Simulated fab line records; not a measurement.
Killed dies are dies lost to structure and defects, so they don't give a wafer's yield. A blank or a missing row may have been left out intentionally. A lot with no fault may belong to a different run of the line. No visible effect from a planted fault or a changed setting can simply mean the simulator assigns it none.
Chamber matching ; flow sky130 ; 4 sister chambers for SKY_LI_CONTACT_ETCH_15 on rie diel-01
The step etches PSG in C4F8/O2/Ar, stops on Si, target depth 600 nm. 7 wafers are shown with their chamber, then 7 later ones without.

## WAFERS PAIRED WITH THEIR CHAMBERS
wafer;chamber;rf fwd power W (W);oes product au (a.u.)
L435.4;3;1491;0.826
L436.2;3;1489;0.840
L449.1;0;1497;0.834
L449.4;2;1502;0.848
L449.5;1;1492;0.843
L450.2;1;1483;0.834
L450.3;0;1489;0.844

## WAFERS WITHOUT THEIR CHAMBER
wafer;rf fwd power W (W);oes product au (a.u.)
L450.4;1493;0.832
L455.3;1494;0.831
L455.4;1495;0.837
L455.5;1500;0.836
L457.2;1487;0.830
L457.5;1493;0.834
L457.6;1491;0.835

## WHICH CHAMBER EACH ONE RAN IN
wafer;from the rows above;in truth
L450.4;can't be placed: 3 or 0 or 1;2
L455.3;can't be placed: 3 or 0 or 1 or 2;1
L455.4;can't be placed: 0 or 3 or 1 or 2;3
L455.5;can't be placed: 0 or 2 or 3 or 1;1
L457.2;can't be placed: 3 or 1 or 0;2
L457.5;can't be placed: 3 or 0 or 1 or 2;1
L457.6;can't be placed: 3 or 0 or 1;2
Correctly placed: 0 of 7. Unplaceable from these rows: 7, with the true chamber sitting among the candidates in 4. Number placed wrongly: 0.
How it was worked out, from the rows above alone: a wafer's distance from a chamber is the root of the sum, over the readings, of the square of ((its reading less the chamber's mean) divided by the reading's scatter). If the next closest chamber is less than 2 further off than the closest, the wafer can't be placed; otherwise it belongs to the closest. Each chamber's mean is taken over the wafers shown for it. The scatter: the root of (the sum of the squares of (reading less its chamber's mean) over the shown wafers, divided by (wafers less chambers)).
